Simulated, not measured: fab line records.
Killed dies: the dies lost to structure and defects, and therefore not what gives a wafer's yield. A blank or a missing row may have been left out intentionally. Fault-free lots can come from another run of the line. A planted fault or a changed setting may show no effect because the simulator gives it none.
Which of the tools did it? -- flow sky130 -- 18 wafers from 6 lots sampled at 3 of the route's 708 steps

WHAT EACH GAUGE READ, for each wafer
SKY_SONOS_TUNNEL_CD_MEAS_07: target cd 410 nm.
lot,measured,on,cd-nm (nm)
L729,day 11 22:26,cd-sem-01,406.2 406.6 408.5
L739,day 15 15:11,cd-sem-02,398.6 397.7 398.7
L742,day 16 14:10,cd-sem-01,413.4 413.6 414.3
L745,day 17 12:06,cd-sem-01,409.5 408.5 411.1
L747,day 18 11:47,cd-sem-01,407.3 407.2 406.9
L750,day 18 21:23,cd-sem-02,414.2 412.8 412.7

TOOL THAT RAN EACH LOT (tool first, then ch and the chambers of the sampled wafers, then the start)
lot,SKY_VT_ADJUST_NCORE_STRIP_10,SKY_SONOS_TUNNEL_DEVELOP_06
L729,"plasma-asher-02 ch 0,1, day 9 00:29","litho-track-01 ch 0, day 11 22:17"
L739,"plasma-asher-01 ch 0, day 12 08:32","litho-track-01 ch 0, day 15 15:02"
L742,"plasma-asher-01 ch 0,1, day 13 06:44","litho-track-02 ch 0, day 16 14:01"
L745,"plasma-asher-01 ch 0,1, day 14 01:07","litho-track-02 ch 0, day 17 11:58"
L747,"plasma-asher-02 ch 0,1, day 14 23:11","litho-track-01 ch 0, day 18 11:40"
L750,"plasma-asher-02 ch 0, day 15 07:08","litho-track-01 ch 0, day 18 21:14"
- SKY_VT_ADJUST_NCORE_STRIP_10: strips in O2/N2.
- SKY_SONOS_TUNNEL_DEVELOP_06: develop time 60 s.

THE ANSWER, worked out from the rows above alone
Rule: the lots themselves supply what counts as usual. The widest of any qualifying gaps counts: lots, ordered by their means at a reading, are off when they make up no more than a third of the lots, leave a main group of 4 or more, and stand apart from it by 3 or more times the standard deviation of that group's means. A main group is skipped when, at the precision printed for the reading in the tables above, its means are all equal. A lot without any number at a reading at which 4 lots or more have one is off too. All remaining lots with rows at the step are treated as sound.
Off: L739 (SKY_SONOS_TUNNEL_CD_MEAS_07, cd-nm). The main group has a mean of 410.2 nm with a standard deviation of 2.9.
A tool fits if, at a process step before that reading, it ran every lot that is off, and no sound lot after the first of them. The gauges at SKY_SONOS_TUNNEL_CD_MEAS_07 are tried like those tools. None of those tried fits.

WHAT THE SIMULATOR HAD INSERTED
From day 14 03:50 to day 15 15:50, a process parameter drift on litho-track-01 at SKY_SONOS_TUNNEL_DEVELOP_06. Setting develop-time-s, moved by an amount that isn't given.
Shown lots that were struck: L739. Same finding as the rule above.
